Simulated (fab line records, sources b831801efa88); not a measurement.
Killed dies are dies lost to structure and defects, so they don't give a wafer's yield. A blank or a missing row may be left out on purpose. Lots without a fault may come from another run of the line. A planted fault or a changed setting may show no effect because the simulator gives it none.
A struck lot beside a sound one | flow sky130 | 38 steps out of a route of 708
Sound: wafers L263.2, L263.4, L263.5. Struck: wafers L270.1, L270.2, L270.6. The cause comes at the end.
At each step with rows: each side's tool, then ch and its chambers, then its first start. Under that, the readings that differ: sound wafers | struck wafers | difference of the means | sigmas: that difference in standard deviations of wafers without a fault.
alike: readings whose means differ by less than 2 such deviations, and words and numbers that are the same on both sides. not compared: withheld readings, readings that some wafer has no value for, bounds like >300 that may hide the same value, and numbers for which the record gives no deviation and whose values overlap.
The two part at a step that has a row with sigmas, a row that says differs or no value, or rows on one side only. Numbers that don't overlap but have no deviation are shown without sigmas and don't part them. A reading that every wafer of one side lacks parts them only if that side has two wafers or more.

first, 10 steps without rows for these wafers: SKY_RES_PROTECT_DEHYDRATE_00 (time 60 s); SKY_RES_PROTECT_HMDS_01 (prime time 60 s); SKY_RES_PROTECT_COAT_02 (resist thk 1140 nm); SKY_RES_PROTECT_SOFTBAKE_03 (time 60 s); SKY_RES_PROTECT_EXPOSE_04 (exposes mask RPM, target cd 1270 nm); SKY_RES_PROTECT_PEB_05; SKY_RES_PROTECT_DEVELOP_06 (develop time 60 s); SKY_POLY_GATE_IMPLANT_02; SKY_RES_PROTECT_STRIP_07 (strips in O2/N2); SKY_RES_PROTECT_CLEAN_09 (cleans in SC1/SC2, time 150 s).
SKY_POLY_GATE_CVD_03: deposits Si3N4 from DCS/NH3, target thk 75 nm, time 1290 s.
  sound on lpcvd-02 ch 0, day 16 09:24; struck on lpcvd-02 ch 1, day 19 05:48
  reading                                     | sound             | struck            | difference | sigmas
  zone_power_centre_pct (%)                   | 14.0 13.8 14.0    | 17.2 17.1 17.2    | +3.2       | +2
  zone_power_upper_pct (%)                    | 13.8 13.5 13.5    | 12.3 12.4 12.6    | -1.2       | -2
  model.Si3N4_of_POLY_GATE_CVD_03.thk_nm (nm) | 74.49 74.34 74.37 | 136.3 136.1 136.2 | +61.8      |
  alike: spike_tc_top_C
SKY_POLY_GATE_THK_MEAS_04:
  sound on film_metro-01, day 16 10:46; struck on film_metro-04, day 19 07:10
  reading                   | sound          | struck            | difference | sigmas
  POLY_GATE_CVD_03_THK (nm) | 74.5 74.4 74.3 | 136.3 136.2 136.3 | +61.9      | +81
then, 9 steps without rows for these wafers: SKY_POLY_GATE_DEHYDRATE_05 (time 60 s); SKY_POLY_GATE_HMDS_06 (prime time 60 s); SKY_POLY_GATE_COAT_07 (resist thk 110 nm); SKY_POLY_GATE_COAT_08 (resist thk 450 nm); SKY_POLY_GATE_SOFTBAKE_09 (time 90 s); SKY_POLY_GATE_EXPOSE_10 (exposes mask P1M, target cd 150 nm); SKY_POLY_GATE_PEB_11; SKY_POLY_GATE_DEVELOP_12 (develop time 60 s); SKY_POLY_GATE_ETCH_15 (etches BARC in N2/H2, stops on SiO2, time 118.5 s, target depth 110 nm).
SKY_POLY_GATE_ETCH_16: etches Si3N4 in CH3F/O2, stops on poly-Si, time 147.5 s, target depth 75 nm.
  sound on rie_diel-02 ch 0,3, day 17 15:16; struck on rie_diel-02 ch 1,2,3, day 20 13:47
  reading                  | sound                | struck               | difference | sigmas
  oes_product_au (a.u.)    | 0.633 0.641 0.637    | 0.857 0.863 0.858    | +0.222     | +44
  throttle_valve_pct (%)   | 10.538 10.528 10.546 | 10.566 10.576 10.558 | +0.029     | +3
  model.etch.depth_nm (nm) | 74.49 74.34 74.37    | 136.3 136.1 136.2    | +61.8      |
  alike: drypump_motor_current_A
  not compared: rf_hours_counter_h
then, 13 steps without rows for these wafers: SKY_POLY_GATE_ETCH_17 (etches poly-Si in HBr/Cl2, stops on SiO2, target depth 180 nm, time 70.5 s); SKY_POLY_GATE_STRIP_18 (strips in O2/N2); SKY_POLY_GATE_CLEAN_19 (cleans in SC1/SC2, time 150 s); SKY_POLY_GATE_OXIDATION_20 (stabilise 600 s, purge 300 s, target thk 4 nm); SKY_LDD_N_DEHYDRATE_00 (time 60 s); SKY_LDD_N_HMDS_01 (prime time 60 s); SKY_LDD_N_COAT_02 (resist thk 300 nm); SKY_LDD_N_SOFTBAKE_03 (time 60 s); SKY_LDD_N_EXPOSE_04 (exposes mask NTM, target cd 840 nm); SKY_LDD_N_PEB_05; SKY_LDD_N_DEVELOP_06 (develop time 60 s); SKY_LDD_N_IMPLANT_08; SKY_LDD_N_IMPLANT_09.
-- the record jumps here: 6 days lie between the struck wafers' starts before and after (it left off in module LDD_N and takes up again in module LDD_LDN, whose first step shown is number 303 of the route) --
SKY_LDD_LDN_CLEAN_14: cleans in SC1/SC2, time 150 s.
  sound on wet_bench-03 ch 1, day 24 04:10; struck on wet_bench-04 ch 0, day 27 00:04
  reading                                     | sound            | struck          | difference | sigmas
  model.Si3N4_of_POLY_GATE_CVD_03.thk_nm (nm) | 74.36 74.2 74.23 | 136.1 136 136.1 | +61.8      |
SKY_POLY_CUT_ETCH_11: etches Si3N4 in CF4/CH2F2/Ar, stops on poly-Si, time 42.5 s, target depth 60 nm.
  sound on rie_diel-02 ch 2,3, day 25 11:43; struck on rie_diel-04 ch 0,3, day 28 05:34
  reading                              | sound             | struck            | difference | sigmas
  oes_product_au (a.u.)                | 0.830 0.821 0.833 | 0.977 0.987 0.989 | +0.156     | +25
  model.etch.depth_nm (nm)             | 61.47 61.39 61.38 | 81.95 82.94 82.59 | +21.08     |
  model.POLY_CUT.feature_depth_nm (nm) | 61.47 61.39 61.38 | 81.95 82.94 82.59 | +21.08     |
  alike: drypump_motor_current_A, throttle_valve_pct
  not compared: rf_hours_counter_h
-- the record jumps here: 20 days lie between the struck wafers' starts before and after (it left off in module POLY_CUT and takes up again in module PAD_OPEN, whose first step shown is number 708 of the route) --
SKY_PAD_OPEN_PROBE_99:
  sound on prober-02, day 46 14:31; struck on prober-01, day 48 12:01
  reading             | sound    | struck      | difference | sigmas
  killed_at_front_end | 21 11 19 | 394 421 420 | +395       | +81
  killed_dies         | 79 74 73 | 492 492 492 | +417       | +38
  killed_on_rim       | 16 15 13 | 96 96 96    | +81        | +24
  killed_open         | 37 39 33 | 60 55 56    | +21        | +3
  alike: killed_at_M0_to_M3, killed_at_M4_up, killed_at_contacts, killed_at_other, killed_short

WHERE THEY PART
First at SKY_POLY_GATE_CVD_03; last, within this record, at SKY_PAD_OPEN_PROBE_99.

WHY: what the simulator had put in
Process parameter drift: lpcvd-02, from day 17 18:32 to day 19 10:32, at SKY_POLY_GATE_CVD_03. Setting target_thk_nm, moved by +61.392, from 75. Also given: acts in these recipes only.
